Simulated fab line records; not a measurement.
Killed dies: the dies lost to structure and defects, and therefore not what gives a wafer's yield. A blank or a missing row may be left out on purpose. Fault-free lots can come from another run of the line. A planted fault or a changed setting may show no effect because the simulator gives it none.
fab line records	flow sfq_line
[record] lots = 13	wafers = 39	last_day = 93
route steps=325 shown M0@41 I0@44 M1@68
lots that met no fault: taken from a fault-free run of the same line
start_h: hours from the record's opening day to when the first of the lot's shown wafers began	wait_h: how many hours have passed since the lot's step before this one	" as in the row above	L1.1+2: a single row standing in for several wafers	- no value present, or no start provided	* or withheld: withheld	< > ~ a bound
route shown NAME@n: NAME is a module with steps in the file, n the number in the route of the first one	usual: mean and standard deviation over wafers with no fault	same: alike in all rows	chamber/n: place in a boat	sites: per-site readings	_std_site: how widely they spread, as a standard deviation	_edge_site: outer sites' mean less inner sites'	radius_mm: for every site, how far away it sits from the centre of the wafer	mask NAME#n: copy n	behind: tool/chamber where the wafer was last shaped	hold: cause of the lot's hold/its duration in hours/its outcome	device: the n, p or np transistor that did not switch	end of line: tests of these same wafers at the route's end	a step given without rows: its recipe and nothing more	killed: not the wafer's yield, but the dies lost to structure and defects at the first sort	map: shows each die of a wafer: x if killed, . if not, _ if none is there
set.NAME: the setting the step ran with; set.NAME@STEP: the setting that earlier step ran with	model.NAME: the simulator's own value behind a step, which no gauge read
a sample of lots followed through the steps of the route, with each step as a table and each wafer as a row
services: a tool's chamber out of use, with start hour (start_h, from the record's first day; less than 0 if before it), hours out, and reason
[[steps]]
[step SFQ_TRILAYER_M0_STRIP_STRIP_025]
[recipe] gas = O2	power_w = 200	platen_temp_c = 40	overash_fraction = 0.65	chemistry = O2	pressure_mtorr = 50
[usual] drypump_motor_current_A = 6.2/0.44	oes_product_au = 1.000/0.0085	platen_temp_c = 40.01/0.099
lot.wafer	tool	chamber	start_h	wait_h	drypump_motor_current_A	oes_product_au	platen_temp_c	rf_hours_counter_h
L619.2	rie_metal-02	1	223.68	0.1	6.8	1.017	39.78	15
L619.3	"	1	"	"	6.8	1.022	39.90	-
L619.6	"	0	"	"	6.4	1.006	40.11	-
L620.1	rie_metal-03	1	227.28	0.1	6.3	0.998	39.97	20
L620.3	"	1	"	"	6.3	1.001	39.83	-
L620.4	"	0	"	"	5.5	0.985	40.01	-
L621.2	rie_metal-03	1	238.08	0.1	6.3	0.985	39.98	22
L621.3	"	1	"	"	6.3	1.005	39.95	-
L621.6	"	0	"	"	5.5	1.003	40.10	-
L623.4	rie_metal-03	0	250.87	0.7	5.5	1.002	39.93	-
L623.5	"	0	"	"	5.5	1.009	40.00	-
L623.6	"	0	"	"	5.5	0.997	40.13	-
L624.1	rie_metal-02	0	262.08	0.1	6.4	1.003	40.16	132
L624.3	"	0	"	"	6.4	1.000	40.18	-
L624.4	"	1	"	"	6.8	1.019	40.06	-
L625.1	rie_metal-03	1	272.88	0.1	6.3	0.999	40.04	27
L625.3	"	0	"	"	5.4	1.009	40.04	-
L625.4	"	1	"	"	6.3	1.011	39.90	-
L630.3	rie_metal-03	1	309.10	0.5	6.3	1.001	40.10	-
L630.4	"	1	"	"	6.3	0.996	40.00	-
L630.5	"	1	"	"	6.3	0.997	40.13	-
L631.2	rie_metal-02	0	310.92	0.1	6.4	0.986	40.04	139
L631.3	"	0	"	"	6.4	0.982	40.01	-
L631.4	"	1	"	"	6.8	0.992	39.92	-
L633.1	rie_metal-04	0	340.16	0.1	5.7	0.995	40.20	157
L633.3	"	0	"	"	5.7	0.986	40.10	-
L633.4	"	1	"	"	6.2	0.999	39.86	-
L636.4	rie_metal-04	0	372.89	0.2	5.7	0.996	40.10	-
L636.5	"	0	"	"	5.7	1.003	40.17	-
L636.6	"	1	"	"	6.3	1.004	40.08	-
L637.2	rie_metal-02	0	383.61	0.1	6.4	1.000	39.91	147
L637.3	"	1	"	"	6.8	1.003	40.00	-
L637.4	"	0	"	"	6.4	0.993	39.83	-
L641.1	rie_metal-04	1	441.99	0.1	6.2	0.997	40.01	109
L641.3	"	0	"	"	5.7	1.002	39.93	-
L641.6	"	1	"	"	6.2	1.005	39.92	-
L642.1	rie_metal-04	1	450.57	0.2	6.3	1.002	39.78	111
L642.3	"	1	"	"	6.3	0.995	40.00	-
L642.4	"	1	"	"	6.2	0.990	40.02	-
[step SFQ_TRILAYER_I0_CMP_CMP_028]
[recipe] material = SiO2	down_force_psi = 3	platen_rpm = 60	pad_velocity_m_s = 0.94248
[usual] motor_current_A = 10.5/1.2	time_to_endpoint_s = 216/6.7
lot.wafer	tool	chamber	start_h	wait_h	motor_current_A	time_to_endpoint_s
L619.3	cmp-02	3	225.05	0.5	9.3	223
L619.2	"	0	"	"	11.9	224
L619.6	"	3	227.05	2.5	9.8	218
L620.4	cmp-01	2	228.66	0.0	11.3	225
L620.1	"	0	229.66	1.0	10.8	217
L620.3	"	1	"	"	10.6	216
L621.2	cmp-02	1	239.44	0.5	9.5	207
L621.3	"	2	"	"	10.2	212
L621.6	"	0	240.94	2.0	12.5	217
L623.4	cmp-01	0	255.26	3.5	11.5	212
L623.5	"	3	256.76	5.0	8.6	217
L623.6	"	0	"	"	11.8	215
L624.4	cmp-01	1	266.76	3.8	10.8	229
L624.1	"	2	"	"	10.7	215
L624.3	"	3	"	"	8.9	222
L625.3	cmp-02	0	277.58	3.9	12.3	219
L625.4	"	1	"	"	9.8	232
L625.1	"	3	279.08	5.4	9.8	214
L630.3	cmp-01	3	311.16	1.0	8.9	205
L630.4	"	0	"	"	10.5	212
L630.5	"	2	312.66	2.5	11.1	210
L631.4	cmp-02	0	311.77	0.0	12.8	215
L631.3	"	1	"	"	9.5	213
L631.2	"	3	313.27	1.5	9.4	214
L633.1	cmp-02	2	341.02	0.0	9.8	269
L633.4	"	0	342.02	1.0	12.8	278
L633.3	"	1	"	"	9.8	211
L636.4	cmp-01	0	374.04	0.5	10.6	212
L636.5	"	3	375.54	2.0	8.7	212
L636.6	"	0	"	"	11.6	208
L637.3	cmp-01	1	384.97	0.5	10.9	212
L637.2	"	2	"	"	11.3	199
L637.4	"	3	"	"	8.7	212
L641.1	cmp-01	3	444.01	1.0	8.3	209
L641.3	"	0	"	"	10.8	208
L641.6	"	1	"	"	11.1	216
L642.3	cmp-02	0	452.20	0.0	12.6	211
L642.1	"	1	"	"	9.5	212
L642.4	"	3	453.70	1.5	10.1	217
[step SFQ_TRILAYER_I0_METRO_MEASURE_029]
[usual] thk_nm = 200.4/0.97
lot.wafer	tool	chamber	start_h	wait_h	thk_nm
L619.2	film_metro-03	-	227.87	0.3	201.3
L619.3	"	-	"	"	201.5
L619.6	"	-	"	"	201.0
L620.1	film_metro-02	-	231.78	0.1	200.8
L620.3	"	-	"	"	200.9
L620.4	"	-	"	"	199.1
L621.2	film_metro-02	-	242.26	0.3	199.8
L621.3	"	-	"	"	200.7
L621.6	"	-	"	"	200.1
L623.4	film_metro-03	-	258.48	0.6	199.2
L623.5	"	-	"	"	199.1
L623.6	"	-	"	"	199.4
L624.1	film_metro-03	-	269.88	0.1	200.9
L624.3	"	-	"	"	202.1
L624.4	"	-	"	"	201.3
L625.1	film_metro-04	-	280.70	0.1	200.2
L625.3	"	-	"	"	201.4
L625.4	"	-	"	"	200.5
L630.3	film_metro-04	-	313.68	0.5	200.1
L630.4	"	-	"	"	200.2
L630.5	"	-	"	"	198.6
L631.2	film_metro-02	-	315.09	0.3	199.4
L631.3	"	-	"	"	201.0
L631.4	"	-	"	"	200.9
L633.1	film_metro-02	-	344.14	0.1	303.3
L633.3	"	-	"	"	201.4
L633.4	"	-	"	"	306.1
L636.4	film_metro-03	-	377.26	0.6	200.7
L636.5	"	-	"	"	200.7
L636.6	"	-	"	"	200.5
L637.2	film_metro-02	-	387.79	0.3	198.8
L637.3	"	-	"	"	199.9
L637.4	"	-	"	"	200.4
L641.1	film_metro-03	-	446.13	0.1	199.1
L641.3	"	-	"	"	198.5
L641.6	"	-	"	"	200.0
L642.1	film_metro-04	-	455.32	0.1	201.8
L642.3	"	-	"	"	201.7
L642.4	"	-	"	"	200.4
[step SFQ_TRILAYER_I0_VIA_ETCH_VIA_ETCH_034]
[recipe] target = SiO2	stop_on = Nb	mask_material = PR	taper_deg = 20	chemistry = CHF3	target_depth_nm = 260	source_w = 500	bias_w = 80	pressure_mtorr = 30	time_s = withheld
[usual] drypump_motor_current_A = 5.9/0.51	oes_product_au = 0.855/0.0045
lot.wafer	tool	chamber	start_h	wait_h	drypump_motor_current_A	oes_product_au
L619.2	rie_diel-03	3	333.57	0.0	4.9	0.863
L619.3	"	0	"	"	5.7	0.854
L619.6	"	0	"	"	5.7	0.852
L620.1	rie_diel-03	2	338.82	0.0	6.3	0.860
L620.3	"	3	"	"	4.9	0.860
L620.4	"	2	"	"	6.3	0.846
L621.2	rie_diel-01	3	354.42	0.0	6.6	0.859
L621.3	"	0	"	"	5.8	0.857
L621.6	"	0	"	"	5.8	0.853
L623.4	rie_diel-01	2	364.14	0.0	5.1	0.855
L623.5	"	1	"	"	6.2	0.853
L623.6	"	0	"	"	5.8	0.852
L624.1	rie_diel-02	1	379.87	0.0	5.8	0.858
L624.3	"	3	"	"	6.1	0.857
L624.4	"	2	"	"	5.6	0.856
L625.1	rie_diel-02	0	408.69	0.0	6.2	0.855
L625.3	"	0	"	"	6.2	0.856
L625.4	"	1	"	"	5.8	0.859
L630.3	rie_diel-02	1	457.57	0.0	5.8	0.852
L630.4	"	3	"	"	6.1	0.862
L630.5	"	2	"	"	5.6	0.848
L631.2	rie_diel-01	2	460.50	0.0	5.1	0.849
L631.3	"	0	"	"	5.8	0.857
L631.4	"	3	"	"	6.6	0.854
L633.1	rie_diel-02	1	492.90	0.0	5.8	0.999
L633.3	"	2	"	"	5.7	0.859
L633.4	"	2	"	"	5.6	0.996
L636.4	rie_diel-01	3	535.62	0.1	6.6	0.849
L636.5	"	2	"	"	5.1	0.860
L636.6	"	0	"	"	5.8	0.860
L637.2	rie_diel-02	2	547.57	0.0	5.7	0.858
L637.3	"	3	"	"	6.1	0.854
L637.4	"	1	"	"	5.8	0.852
L641.1	rie_diel-01	3	603.56	0.0	6.6	0.850
L641.3	"	1	"	"	6.2	0.854
L641.6	"	1	"	"	6.2	0.851
L642.1	rie_diel-01	1	619.48	0.0	6.2	0.863
L642.3	"	2	"	"	5.1	0.854
L642.4	"	0	"	"	5.8	0.851
[step SFQ_M1_OVL_MEAS_911]
[usual] M1_OVL = 1/4.9
lot.wafer	tool	chamber	start_h	wait_h	M1_OVL[nm]
L619.2	overlay-02	-	482.03	0.1	0
L619.3	"	-	"	"	7
L619.6	"	-	"	"	0
L620.1	overlay-01	-	488.02	0.1	2
L620.3	"	-	"	"	4
L620.4	"	-	"	"	2
L621.2	overlay-02	-	505.40	0.1	6
L621.3	"	-	"	"	10
L621.6	"	-	"	"	11
L623.4	overlay-01	-	519.24	0.1	-2
L623.5	"	-	"	"	3
L623.6	"	-	"	"	1
L624.1	overlay-01	-	537.89	0.1	6
L624.3	"	-	"	"	6
L624.4	"	-	"	"	2
L625.1	overlay-01	-	573.89	0.1	-6
L625.3	"	-	"	"	5
L625.4	"	-	"	"	-2
L630.3	overlay-01	-	620.29	0.1	-1
L630.4	"	-	"	"	-7
L630.5	"	-	"	"	-3
L631.2	overlay-01	-	621.48	0.1	-3
L631.3	"	-	"	"	-4
L631.4	"	-	"	"	-4
L633.1	overlay-01	-	623.87	0.1	0
L633.3	"	-	"	"	7
L633.4	"	-	"	"	-4
L636.4	overlay-02	-	627.49	0.1	-1
L636.5	"	-	"	"	2
L636.6	"	-	"	"	3
L637.2	overlay-02	-	628.68	0.1	8
L637.3	"	-	"	"	3
L637.4	"	-	"	"	6
L641.1	overlay-02	-	633.47	0.1	-6
L641.3	"	-	"	"	-8
L641.6	"	-	"	"	-4
L642.1	overlay-02	-	635.87	0.1	2
L642.3	"	-	"	"	-2
L642.4	"	-	"	"	0
[step SFQ_TRILAYER_M1_STRIP_STRIP_043]
[recipe] gas = O2	power_w = 200	platen_temp_c = 40	overash_fraction = 0.65	chemistry = O2	pressure_mtorr = 50
[usual] drypump_motor_current_A = 5.9/0.35	oes_product_au = 1.002/0.0084	platen_temp_c = 40.01/0.11
lot.wafer	tool	chamber	start_h	wait_h	drypump_motor_current_A	oes_product_au	platen_temp_c	rf_hours_counter_h
L619.2	rie_metal-03	1	482.24	0.1	6.3	0.990	39.93	56
L619.3	"	1	"	"	6.3	1.003	40.04	-
L619.6	"	1	"	"	6.3	1.004	39.92	-
L620.1	rie_metal-03	0	488.24	0.1	5.5	1.006	40.14	105
L620.3	"	0	"	"	5.5	0.994	40.03	-
L620.4	"	1	"	"	6.3	1.001	40.11	-
L621.2	rie_metal-04	0	506.00	0.4	5.7	1.016	39.97	-
L621.3	"	0	"	"	5.7	1.012	39.89	-
L621.6	"	0	"	"	5.7	1.015	39.88	-
L623.4	rie_metal-01	1	519.64	0.2	5.9	1.001	39.91	-
L623.5	"	1	"	"	5.9	1.006	39.98	-
L623.6	"	0	"	"	5.7	1.004	40.10	-
L624.1	rie_metal-03	1	538.11	0.1	6.3	1.002	39.83	64
L624.3	"	1	"	"	6.3	1.007	40.01	-
L624.4	"	0	"	"	5.4	0.996	39.93	-
L625.1	rie_metal-04	1	574.11	0.1	6.2	1.007	40.00	128
L625.3	"	0	"	"	5.7	1.005	40.04	-
L625.4	"	1	"	"	6.3	1.011	40.12	-
L630.3	rie_metal-03	1	620.69	0.2	6.3	0.996	39.89	-
L630.4	"	0	"	"	5.5	0.996	40.17	-
L630.5	"	0	"	"	5.4	0.989	40.01	-
L631.2	rie_metal-04	1	621.69	0.1	6.3	1.014	40.12	134
L631.3	"	0	"	"	5.7	0.994	39.95	-
L631.4	"	1	"	"	6.3	1.005	40.03	-
L633.1	rie_metal-04	0	624.09	0.1	5.7	0.997	39.87	21
L633.3	"	1	"	"	6.3	1.006	39.89	-
L633.4	"	0	"	"	5.7	1.004	39.98	-
L636.4	rie_metal-03	0	627.89	0.2	5.4	0.988	39.96	-
L636.5	"	0	"	"	5.4	1.000	39.98	-
L636.6	"	1	"	"	6.3	1.001	39.99	-
L637.2	rie_metal-04	1	628.89	0.1	6.2	1.007	40.05	135
L637.3	"	1	"	"	6.2	1.002	40.00	-
L637.4	"	0	"	"	5.7	0.995	40.14	-
L641.1	rie_metal-04	0	633.69	0.1	5.7	1.012	39.98	24
L641.3	"	0	"	"	5.7	1.008	39.73	-
L641.6	"	0	"	"	5.6	1.019	39.92	-
L642.1	rie_metal-04	1	636.09	0.1	6.3	1.010	40.08	137
L642.3	"	1	"	"	6.2	1.015	39.95	-
L642.4	"	0	"	"	5.7	1.014	39.87	-
[[services]]
tool	chamber	start_h	hours	kind
cmp-02	-	210.49	0.5	repair
cmp-01	-	218.28	1.1	repair
cmp-02	-	232.06	4.0	pm
rie_metal-03	1	247.40	6.9	repair
cmp-02	-	261.66	0.3	repair
rie_metal-03	0	303.00	11.5	repair
cmp-01	-	338.68	6.9	pm
rie_diel-01	1	343.07	6.9	repair
cmp-01	-	364.45	1.7	repair
rie_metal-04	-	388.99	1.4	pm
cmp-01	-	391.55	0.3	repair
cmp-02	-	401.87	8.3	pm
cmp-01	-	406.67	4.0	pm
cmp-01	-	427.19	0.4	repair
rie_diel-01	1	429.14	2.3	repair
cmp-02	-	444.56	1.7	repair
cmp-02	-	471.42	1.6	repair
rie_diel-01	1	495.14	6.4	repair
rie_metal-04	1	504.60	2.9	repair
rie_metal-03	-	525.62	2.8	pm
rie_diel-01	-	530.24	2.0	repair
cmp-01	-	533.24	7.4	repair
rie_diel-01	2	571.62	5.3	repair
cmp-02	-	572.06	4.0	pm
[[key]]
[first_sign] step = SFQ_TRILAYER_I0_CMP_CMP_028	reading = time_to_endpoint_s	direction = up	sigmas = 8.6	usual = *	struck = *
[effect] step = SFQ_TRILAYER_I0_METRO_MEASURE_029	reading = thk_nm	direction = up	sigmas = 99+	usual = 200.4	struck = 304.7
[effect] step = SFQ_TRILAYER_I0_VIA_ETCH_VIA_ETCH_034	reading = oes_product_au	direction = up	sigmas = 32	usual = 0.855	struck = 0.997
met_at SFQ_TRILAYER_I0_CMP_CMP_028
struck_lots L633
struck_wafers L633.1,L633.4
not_acting_at SFQ_TRILAYER_M0_STRIP_STRIP_025,SFQ_M1_OVL_MEAS_911,SFQ_TRILAYER_M1_STRIP_STRIP_043
onset_between 311.77 341.02
[fault] kind = process_parameter_drift	tool = cmp-02	chamber = -	onset_h = 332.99	steps = SFQ_TRILAYER_I0_CMP_CMP_028	channel = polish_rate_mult	offset = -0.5	shape = step	end_h = 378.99	scope = struck_wafers_only
